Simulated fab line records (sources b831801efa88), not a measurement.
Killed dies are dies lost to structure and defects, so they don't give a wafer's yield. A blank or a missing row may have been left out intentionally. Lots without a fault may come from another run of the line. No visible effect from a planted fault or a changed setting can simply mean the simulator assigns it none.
Comparing a struck lot with a sound one / flow sky130 / 15 steps out of a route of 708
Sound: these wafers, L159.2, L159.4, L159.5. Struck: wafers L174.1, L174.2, L174.3. The cause is named last.
Each step with rows lists, per side, the tool, then ch with its chambers, then its first start. Under that, the readings that differ: sound wafers / struck wafers / difference of the means / sigmas: that difference in standard deviations of wafers without a fault.
alike: readings whose means differ by less than 2 such deviations, and words and numbers that are the same on both sides. not compared: withheld readings, readings that some wafer has no value for, bounds like >300 that may hide the same value, and numbers for which the record gives no deviation and whose values overlap.
A row with sigmas, a row that says differs or no value, or rows on one side alone: a step with any of these is where the two part. Numbers that have no deviation but don't overlap get no sigmas and don't part them. A reading that every wafer of one side lacks parts them only if that side has two wafers or more.

SKY_VIA2_CMP_02: polishes SiO2.
  sound on cmp-02 ch 1,2,3, day 35 09:07; struck on cmp-02 ch 0,1,2, day 41 02:39
  alike: headPressurePsi, motorCurrentA
SKY_VIA2_BOW_MEAS_03:
  sound: filmMetro-04 at day 35 09:26; struck: filmMetro-03 at day 41 02:57
  alike: VIA2_BOW
then, 8 steps without rows for these wafers: SKY_VIA2_DEHYDRATE_04 (time 60 s); SKY_VIA2_HMDS_05 (prime time 60 s); SKY_VIA2_COAT_06 (resist thk 60 nm); SKY_VIA2_COAT_07 (resist thk 450 nm); SKY_VIA2_SOFTBAKE_08 (time 90 s); SKY_VIA2_EXPOSE_09 (exposes mask VIM2, target cd 200 nm); SKY_VIA2_PEB_10; SKY_VIA2_DEVELOP_11 (develop time 60 s).
SKY_VIA2_CD_MEAS_12: the cd target is 200 nm.
  sound: cdSem-02 at day 36 10:22; struck: cdSem-01 at day 42 02:35
  alike: cdNm
SKY_VIA2_OVL_MEAS_13:
  sound: overlay-01 at day 36 10:29; struck: overlay-02 at day 42 02:43
  alike: VIA2_OVL
SKY_VIA2_ETCH_14: etches BARC in N2/H2, stops on SiO2, time 45.9 s, target depth 60 nm.
  sound on rieDiel-01 ch 1,2, day 36 10:31; struck on rieDiel-01 ch 0,1,2, day 42 02:45
reading=biasW (W); sound=100.0 99.8 99.6; struck=77.2 77.1 77.4; difference=-22.6; sigmas=-75
reading=model.KrF-thick_of_VIA2_COAT_07.thkNm (nm); sound=393.4 394.7 394.2; struck=397.6 398.5 397; difference=+3.6; sigmas=
  alike: drypumpMotorCurrentA, oesProductAu, throttleValvePct
  not compared: rfHoursCounterH
SKY_VIA2_ETCH_15: etches SiO2 in C4F8/O2/Ar, stops on TiN, target depth 546 nm, time 84 s.
  sound on rieDiel-01 ch 1,2, day 36 10:33; struck on rieDiel-01 ch 0,1,2, day 42 02:47
  alike: biasW, oesProductAu
  not compared: rfHoursCounterH
-- the record jumps here: 8 days lie between the struck wafers' starts before and after (it left off in module VIA2 and takes up again in module PAD_OPEN, whose first step shown is number 708 of the route) --
SKY_PAD_OPEN_PROBE_99:
  sound: prober-01 at day 45 23:10; struck: prober-01 at day 50 05:16
  alike: defectLimitedYield, killed_at_M0_to_M3, killed_at_M4_up, killedAtContacts, killedAtFrontEnd, killedAtOther, killedDies, killedOnRim, killedOpen, killedShort, sort_bin_3_pad_short, sort_bin_5_function, sort_bin_6_memory, sortNPass, sortYieldPct

== WHERE THEY PART ==
Only at SKY_VIA2_ETCH_14, as far as this record shows. Later steps at which nothing parts them and some readings are alike: SKY_VIA2_ETCH_15, SKY_PAD_OPEN_PROBE_99.

WHY: what the simulator had put in
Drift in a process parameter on rieDiel-01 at SKY_VIA2_ETCH_14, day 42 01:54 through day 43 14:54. The setting biasW was moved by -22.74, starting from 100. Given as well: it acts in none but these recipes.
